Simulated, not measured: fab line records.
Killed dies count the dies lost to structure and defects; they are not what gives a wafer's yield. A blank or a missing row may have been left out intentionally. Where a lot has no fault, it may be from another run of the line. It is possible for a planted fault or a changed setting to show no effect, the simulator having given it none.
Which tool is to blame? -- flow sfq-line -- 42 wafers from 14 lots sampled at 4 of the route's 325 steps

== WHAT THE GAUGES SHOWED, per wafer ==
SFQ_M0_OVL_MEAS_906.
lot,measured,on,M0_OVL (nm)
L441,day 12 05:56,overlay-01,5 -1 3
L442,day 12 13:08,overlay-01,3 10 -4
L443,day 13 01:08,overlay-01,1 -3 4
L444,day 13 04:43,overlay-02,-5 -1 -1
L445,day 13 14:20,overlay-01,5 1 -1
L450,day 15 06:07,overlay-01,-1 -1 0
L453,day 16 02:32,overlay-02,-1 1 -8
L454,day 16 13:19,overlay-02,3 -3 -4
L455,day 17 05:37,overlay-02,-4 -10 -11
L456,day 17 10:25,overlay-01,-8 -5 4
L460,day 19 02:04,overlay-01,6 1 -1
L462,day 19 21:08,overlay-02,-5 -5 -7
L463,day 20 03:01,overlay-01,-3 2 0
L464,day 20 11:24,overlay-02,-11 -13 -7

SFQ_I4_OVL_MEAS_928.
lot,measured,on,I4_OVL (nm)
L441,day 43 22:41,overlay-01,-4 1 -7
L442,day 49 11:32,overlay-01,-1 1 0
L443,day 49 12:44,overlay-01,1 7 9
L444,day 49 16:20,overlay-01,-10 -7 -16
L445,day 49 19:56,overlay-01,4 -2 -2
L450,day 55 08:44,overlay-02,1 10 2
L453,day 56 01:33,overlay-02,1 -8 -7
L454,day 56 12:20,overlay-02,6 -1 3
L455,day 56 20:44,overlay-01,-12 -11 -12
L456,day 57 02:44,overlay-01,2 1 -6
L460,day 58 14:58,overlay-01,-6 0 1
L462,day 60 05:18,overlay-01,10 11 6
L463,day 60 15:02,overlay-02,-1 0 4
L464,day 60 18:37,overlay-02,3 -3 0

== WHICH TOOL RAN EACH LOT (tool, then ch and the chambers of the sampled wafers, then the start) ==
lot,SFQ_TRILAYER_M3_STRIP_STRIP_079,SFQ_TRILAYER_M4_LITHO_EXPOSE_094
L441,"rie-metal-03 ch 0,1, day 36 21:44","krf-scanner-02 ch 0, day 37 13:21"
L442,"rie-metal-03 ch 0,1, day 37 06:00","krf-scanner-02 ch 0, day 48 08:07"
L443,"rie-metal-03 ch 0,1, day 37 08:24","krf-scanner-02 ch 0, day 48 10:31"
L444,"rie-metal-03 ch 0,1, day 37 10:36","krf-scanner-02 ch 0, day 48 11:19"
L445,"rie-metal-01 ch 0,1, day 37 17:04","krf-scanner-02 ch 0, day 48 17:43"
L450,"rie-metal-03 ch 0,1, day 40 10:02","krf-scanner-02 ch 0, day 50 11:19"
L453,"rie-metal-01 ch 0,1, day 41 03:02","krf-scanner-01 ch 0, day 50 21:14"
L454,"rie-metal-02 ch 0,1, day 41 14:50","krf-scanner-01 ch 0, day 51 06:38"
L455,"rie-metal-02 ch 0,1, day 41 23:14","krf-scanner-01 ch 0, day 51 18:26"
L456,"rie-metal-03 ch 0,1, day 42 04:08","krf-scanner-01 ch 0, day 51 22:14"
L460,"rie-metal-01 ch 1, day 43 18:29","krf-scanner-02 ch 0, day 53 06:17"
L462,"rie-metal-01 ch 0, day 48 23:14","krf-scanner-02 ch 0, day 55 01:38"
L463,"rie-metal-03 ch 0,1, day 50 17:57","krf-scanner-02 ch 0, day 55 17:14"
L464,"rie-metal-02 ch 0,1, day 50 21:21","krf-scanner-02 ch 0, day 56 02:38"
- SFQ_TRILAYER_M3_STRIP_STRIP_079: strips in O2.
- SFQ_TRILAYER_M4_LITHO_EXPOSE_094: exposes mask M4, target cd 500 nm.

== AS READ BY THE TOOLS THEMSELVES (means over the sampled wafers that have a number; for cases with no such wafer, the mark the record gives instead) ==
SFQ_TRILAYER_M3_STRIP_STRIP_079.
lot,tool,chamber-pressure-mTorr (mTorr),drypump-motor-current-A (A),oes-product-au (a.u.),platen-temp-c (C)
L441,rie-metal-03,50.02,5.94,0.998,39.97
L442,rie-metal-03,50.00,6.12,1.004,40.13
L443,rie-metal-03,50.02,6.12,0.998,40.02
L444,rie-metal-03,49.95,5.92,1.000,40.08
L445,rie-metal-01,50.00,5.76,0.999,40.11
L450,rie-metal-03,49.97,6.14,0.992,39.75
L453,rie-metal-01,50.04,5.72,1.002,40.16
L454,rie-metal-02,50.01,6.31,0.998,40.08
L455,rie-metal-02,50.02,6.27,0.993,39.94
L456,rie-metal-03,49.98,6.13,0.999,39.97
L460,rie-metal-01,50.01,5.81,0.995,39.86
L462,rie-metal-01,50.01,5.70,1.006,39.92
L463,rie-metal-03,49.96,5.93,0.994,39.96
L464,rie-metal-02,49.99,6.32,0.991,40.00

SFQ_TRILAYER_M4_LITHO_EXPOSE_094.
lot,tool,exposure-dose-mJ-cm2
L441,krf-scanner-02,14.405
L442,krf-scanner-02,14.420
L443,krf-scanner-02,14.400
L444,krf-scanner-02,14.397
L445,krf-scanner-02,14.402
L450,krf-scanner-02,14.402
L453,krf-scanner-01,15.017
L454,krf-scanner-01,15.036
L455,krf-scanner-01,15.049
L456,krf-scanner-01,15.044
L460,krf-scanner-02,14.415
L462,krf-scanner-02,14.402
L463,krf-scanner-02,14.405
L464,krf-scanner-02,14.391

== THE ANSWER, worked out from the rows above alone ==
Rule: the lots themselves supply what counts as usual. The widest of any qualifying gaps counts: lots, ordered by their means at a reading, are off when they make up no more than a third of the lots, leave a main group of 4 or more, and stand apart from it by 3 or more times the standard deviation of that group's means. Not used: any main group whose means are identical at the precision the tables above print for the reading. Also off: a lot with no number at a reading for which 4 or more lots have one. Where the step has rows for the other lots, those lots are counted as sound. First the gauges in route order, then the tools' own readings, where a lot's mean is used as printed above. At the first step where some lot is off, the reading lying furthest off is the one used; lots without a number count as furthest.
Off: L453, L454, L455, L456, at SFQ_TRILAYER_M4_LITHO_EXPOSE_094 (exposure-dose-mJ-cm2). Main group: mean 14.404, sd 0.0079.
If a tool, at that step or one of the process steps before it, ran each lot that is off and ran no sound lot following the first of them, it fits. One candidate fits, namely krf-scanner-01 at SFQ_TRILAYER_M4_LITHO_EXPOSE_094. It ran no sound lot before its first lot that is off in this sample, so the start can't be narrowed down.
On the lots that are off, the tool's own readings at SFQ_TRILAYER_M4_LITHO_EXPOSE_094 differ by more than 5 times the standard deviation of the sound lots' means, which bears it out; exposure-dose-mJ-cm2 reads 15.037 there versus 14.404 on the sound lots.

== WHAT WAS PUT IN BY THE SIMULATOR ==
Drift in process parameters on krf-scanner-01 at SFQ_TRILAYER_M4_LITHO_EXPOSE_094, starting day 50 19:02. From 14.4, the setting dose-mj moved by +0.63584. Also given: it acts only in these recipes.
Shown lots that were struck: L453, L454, L455, L456. The rule given above showed the same thing.
